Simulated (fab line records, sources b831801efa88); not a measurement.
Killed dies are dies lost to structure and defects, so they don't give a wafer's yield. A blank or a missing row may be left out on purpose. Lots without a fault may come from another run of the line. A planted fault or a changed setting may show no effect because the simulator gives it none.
A struck lot beside a sound one | flow sky130 | 40 steps out of a route of 708
Sound: wafers L957.3, L957.5, L957.6. Struck: wafers L961.1, L961.2, L961.4. The cause comes at the end.
At each step with rows: each side's tool, then ch and its chambers, then its first start. Under that, the readings that differ: sound wafers | struck wafers | difference of the means | sigmas: that difference in standard deviations of wafers without a fault.
alike: readings whose means differ by less than 2 such deviations, and words and numbers that are the same on both sides. not compared: withheld readings, readings that some wafer has no value for, bounds like >300 that may hide the same value, and numbers for which the record gives no deviation and whose values overlap.
The two part at a step that has a row with sigmas, a row that says differs or no value, or rows on one side only. Numbers that don't overlap but have no deviation are shown without sigmas and don't part them. A reading that every wafer of one side lacks parts them only if that side has two wafers or more.

first, 9 steps without rows for these wafers: SKY_VT_ADJUST_HVTP_COAT_02 (resist thk 1140 nm); SKY_VT_ADJUST_HVTP_SOFTBAKE_03 (time 60 s); SKY_VT_ADJUST_HVTP_EXPOSE_04 (exposes mask HVTPM, target cd 380 nm); SKY_VT_ADJUST_HVTP_PEB_05; SKY_VT_ADJUST_HVTP_DEVELOP_06 (develop time 60 s); SKY_VT_ADJUST_HVTP_IMPLANT_09; SKY_VT_ADJUST_HVTP_STRIP_10 (strips in O2/N2); SKY_VT_ADJUST_LVTN_DEHYDRATE_00 (time 60 s); SKY_VT_ADJUST_LVTN_HMDS_01 (prime time 60 s).
SKY_VT_ADJUST_LVTN_COAT_02: resist thk 3000 nm.
  sound on litho_track-01 ch 0, day 8 08:30; struck on litho_track-04, day 9 10:25
  no value came back on the struck wafers for chill_plate_temp_C (C), dispense_pressure_kPa (kPa), exhaust_pa (Pa); on the sound wafers chill_plate_temp_C (C) reads 22.98 23.02 22.93
then, 4 steps without rows for these wafers: SKY_VT_ADJUST_LVTN_SOFTBAKE_03; SKY_VT_ADJUST_LVTN_EXPOSE_04 (exposes mask NWM COMPLEMENT LESS NATIVE, target cd 840 nm); SKY_VT_ADJUST_LVTN_PEB_05; SKY_VT_ADJUST_LVTN_DEVELOP_06 (develop time 60 s).
SKY_VT_ADJUST_LVTN_OVL_MEAS_07:
  sound on overlay-02, day 8 18:40; struck on overlay-02, day 9 20:52
  reading                 | sound          | struck | difference                    | sigmas
  VT_ADJUST_LVTN_OVL (nm) | -2.5 -1.7 -0.7 | - - -  | no value on the struck wafers |
then, 11 steps without rows for these wafers: SKY_VT_ADJUST_LVTN_IMPLANT_08; SKY_VT_ADJUST_LVTN_STRIP_09 (strips in O2/N2); SKY_VT_ADJUST_LVTN_DEHYDRATE_11 (time 60 s); SKY_VT_ADJUST_LVTN_HMDS_12 (prime time 60 s); SKY_VT_ADJUST_LVTN_COAT_13 (resist thk 1140 nm); SKY_VT_ADJUST_LVTN_SOFTBAKE_14 (time 60 s); SKY_VT_ADJUST_LVTN_EXPOSE_15 (exposes mask HVN STD DERIVED, target cd 600 nm); SKY_VT_ADJUST_LVTN_PEB_16; SKY_VT_ADJUST_LVTN_DEVELOP_17 (develop time 60 s); SKY_VT_ADJUST_LVTN_IMPLANT_19; SKY_VT_ADJUST_LVTN_STRIP_20 (strips in O2/N2).
SKY_VT_ADJUST_LVTN_TW_MEAS_21:
  sound on film_metro-02, day 9 16:40; struck on film_metro-03, day 10 19:50
  reading             | sound             | struck            | difference | sigmas
  VT_ADJUST_LVTN_2_TW | 190.5 190.3 190.0 | 269.8 268.0 268.0 | +78.3      | +56
then, 8 steps without rows for these wafers: SKY_VT_ADJUST_NCORE_DEHYDRATE_00 (time 60 s); SKY_VT_ADJUST_NCORE_HMDS_01 (prime time 60 s); SKY_VT_ADJUST_NCORE_COAT_02 (resist thk 1121 nm); SKY_VT_ADJUST_NCORE_SOFTBAKE_03 (time 60 s); SKY_VT_ADJUST_NCORE_EXPOSE_04 (exposes mask LVTN COMPLEMENT THIN, target cd 380 nm); SKY_VT_ADJUST_NCORE_PEB_05; SKY_VT_ADJUST_NCORE_DEVELOP_06 (develop time 60 s); SKY_VT_ADJUST_NCORE_IMPLANT_09.
SKY_VT_ADJUST_NCORE_TW_MEAS_11:
  sound on film_metro-03, day 10 15:08; struck on film_metro-03, day 11 19:13
  reading            | sound             | struck            | difference | sigmas
  VT_ADJUST_NCORE_TW | 221.0 219.8 220.6 | 285.7 286.8 285.1 | +65.4      | +34
SKY_VT_ADJUST_HVTR_TW_MEAS_11:
  sound on film_metro-04, day 11 14:12; struck on film_metro-04, day 12 20:25
  reading           | sound             | struck            | difference | sigmas
  VT_ADJUST_HVTR_TW | 209.6 210.0 210.1 | 277.8 275.8 277.1 | +67.0      | +52
SKY_VT_ADJUST_PCH_TW_MEAS_10:
  sound on film_metro-04, day 12 14:26; struck on film_metro-01, day 13 21:37
  reading          | sound             | struck            | difference | sigmas
  VT_ADJUST_PCH_TW | 142.1 141.9 142.9 | 249.9 249.5 249.3 | +107.3     | +89
SKY_SONOS_TUNNEL_TW_MEAS_12:
  sound on film_metro-04, day 13 15:34; struck on film_metro-04, day 15 00:32
  reading         | sound             | struck            | difference | sigmas
  SONOS_TUNNEL_TW | 197.8 198.1 197.6 | 270.1 269.2 268.5 | +71.4      | +60
-- the record jumps here: 34 days lie between the struck wafers' starts before and after (it left off in module SONOS_TUNNEL and takes up again in module PAD_OPEN, whose first step shown is number 708 of the route) --
SKY_PAD_OPEN_PROBE_99:
  sound on prober-01, day 49 03:43; struck on prober-02, day 49 05:07
  reading             | sound    | struck      | difference | sigmas
  killed_at_front_end | 14 16 9  | 411 430 420 | +407       | +97
  killed_dies         | 78 71 78 | 492 492 492 | +416       | +42
  killed_on_rim       | 13 12 16 | 96 96 96    | +82        | +22
  alike: killed_at_M0_to_M3, killed_at_M4_up, killed_at_contacts, killed_at_other, killed_open, killed_short

WHERE THEY PART
First at SKY_VT_ADJUST_LVTN_COAT_02; last, within this record, at SKY_PAD_OPEN_PROBE_99.

WHY: what the simulator had put in
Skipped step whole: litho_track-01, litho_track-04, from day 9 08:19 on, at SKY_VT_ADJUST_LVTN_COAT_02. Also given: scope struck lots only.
